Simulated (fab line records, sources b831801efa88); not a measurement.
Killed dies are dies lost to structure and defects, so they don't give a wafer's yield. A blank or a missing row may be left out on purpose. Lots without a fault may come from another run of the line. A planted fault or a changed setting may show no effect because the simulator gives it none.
Which tool did it? | flow sky130 | 11 lots, 33 wafers sampled, at 2 steps of a route of 708

WHAT THE GAUGES READ, wafer by wafer
SKY_METAL3_CD_MEAS_13: target cd 300 nm.
lot  | measured     | on        | cd_nm (nm)
L216 | day 38 10:52 | cd_sem-02 | 299.9 299.2 299.5
L217 | day 38 18:03 | cd_sem-02 | 298.8 297.1 297.5
L218 | day 39 07:11 | cd_sem-01 | 298.0 299.3 298.3
L219 | day 39 11:56 | cd_sem-02 | 300.0 299.2 300.5
L221 | day 40 07:00 | cd_sem-01 | 300.4 300.6 299.8
L222 | day 40 12:29 | cd_sem-01 | 299.8 298.9 300.1
L225 | day 41 02:52 | cd_sem-01 | 297.7 299.3 298.3
L229 | day 42 05:14 | cd_sem-02 | 300.7 301.3 302.3
L230 | day 42 16:17 | cd_sem-01 | 304.0 303.1 303.1
L232 | day 43 15:41 | cd_sem-01 | 299.8 299.2 300.5
L239 | day 45 02:29 | cd_sem-01 | 300.5 300.3 301.1

SKY_METAL3_OVL_MEAS_14.
lot  | measured     | on         | METAL3_OVL (nm)
L216 | day 38 10:59 | overlay-01 | -3 3 -4
L217 | day 38 18:10 | overlay-02 | 13 9 11
L218 | day 39 07:18 | overlay-02 | 5 6 4
L219 | day 39 12:03 | overlay-01 | 4 2 3
L221 | day 40 07:06 | overlay-02 | 0 2 4
L222 | day 40 12:36 | overlay-02 | 1 -3 -2
L225 | day 41 02:59 | overlay-01 | 4 12 6
L229 | day 42 05:21 | overlay-01 | 2 6 3
L230 | day 42 16:21 | overlay-02 | 3 3 6
L232 | day 43 15:47 | overlay-01 | -3 -2 -6
L239 | day 45 02:35 | overlay-01 | 10 3 4

WHICH TOOL RAN EACH LOT (tool, then ch and the chambers of the sampled wafers, then the start)
The record holds no process step before these readings.

WHAT THE TOOLS THEMSELVES READ (means of the sampled wafers that have a number; where no wafer has one, the mark that the record gives instead)
The record holds no such reading with a usual standard deviation.

THE ANSWER, worked out from the rows above alone
Rule: what is usual is taken from the lots themselves. Put in order of their means at a reading, lots are off if they are a third of the lots or fewer, leave a main group of 4 or more, and stand apart from it by a gap of 3 or more times the standard deviation of the main group's means; of several such gaps the widest counts. A main group whose means are all the same, to the digits that the tables above print for the reading, isn't used. A lot without any number at a reading at which 4 lots or more have one is off too. The other lots that the step has rows for count as sound. The gauges are gone through in route order, then the tools' own readings, and for those a lot's mean is taken as printed above. The first step at which some lot is off is used, and at that step the reading that is off furthest; a lot without a number counts as furthest.
No lot is off at any reading shown: from this, nothing can be told.

WHAT THE SIMULATOR HAD PUT IN
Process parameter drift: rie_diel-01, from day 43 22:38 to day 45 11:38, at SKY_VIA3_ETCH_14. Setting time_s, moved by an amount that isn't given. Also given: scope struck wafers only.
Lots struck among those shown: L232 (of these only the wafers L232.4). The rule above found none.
